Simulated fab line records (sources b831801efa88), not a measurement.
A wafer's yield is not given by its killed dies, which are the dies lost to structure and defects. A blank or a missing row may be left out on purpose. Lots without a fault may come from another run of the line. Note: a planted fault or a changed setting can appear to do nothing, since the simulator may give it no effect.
Matching of chambers    flow sky130    4 sister chambers for SKY_VIA4_CMP_02 on cmp-01
The step polishes SiO2. 14 wafers are shown with their chamber, then 7 later ones without.

== EACH WAFER AND ITS CHAMBER ==
wafer   chamber  motor current A (A)  slurry filter dp kPa (kPa)
L977.1  1        12.7                 13.50
L977.4  0        12.2                 13.71
L977.6  0        12.0                 13.52
L982.1  2        10.9                 13.39
L982.3  0        11.3                 13.39
L982.4  3        12.4                 13.41
L991.1  1        12.3                 13.56
L991.2  0        11.3                 13.50
L991.3  2        10.9                 13.67
L995.3  3        11.8                 13.61
L995.4  1        12.7                 13.46
L995.6  3        11.9                 13.42
L996.1  1        13.1                 13.36
L996.2  3        11.7                 13.54

SIGNATURES (averages over the wafers above)
reading               chamber 0  chamber 1  chamber 2  chamber 3  scatter within a chamber
motor current A       11.700     12.700     10.900     11.950     0.356
slurry filter dp kPa  13.5300    13.4700    13.5300    13.4950    0.119
Rule: for a wafer and a chamber, the distance is found by dividing, reading by reading, the gap between the wafer's reading and the chamber's mean by the reading's scatter, squaring, summing and taking the root. The wafer belongs to the nearest chamber; if the next one is less than 2 further off, it can't be placed. The scatter: the root of (the sum of the squares of (reading less its chamber's mean) over the shown wafers, divided by (wafers less chambers)).

== WAFERS WITHOUT THEIR CHAMBER ==
wafer   motor current A (A)  slurry filter dp kPa (kPa)
L996.4  11.6                 13.90
L997.1  12.8                 13.45
L997.2  12.5                 13.57
L997.4  10.5                 13.53
L100.1  11.5                 13.47
L100.3  12.1                 13.43
L100.6  11.3                 13.71

== THE CHAMBER EACH PASSED THROUGH ==
wafer   from the rows above                in truth
L996.4  can't be placed: 0 or 3 or 2 or 1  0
L997.1  1                                  1
L997.2  can't be placed: 1 or 3 or 0       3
L997.4  2                                  2
L100.1  can't be placed: 0 or 3 or 2       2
L100.3  can't be placed: 3 or 0 or 1       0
L100.6  can't be placed: 0 or 2 or 3       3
Correct placement for 2 of the 7. Not placeable from these rows: 5 (in 5, the candidates include the true chamber). Wrongly placed: 0.
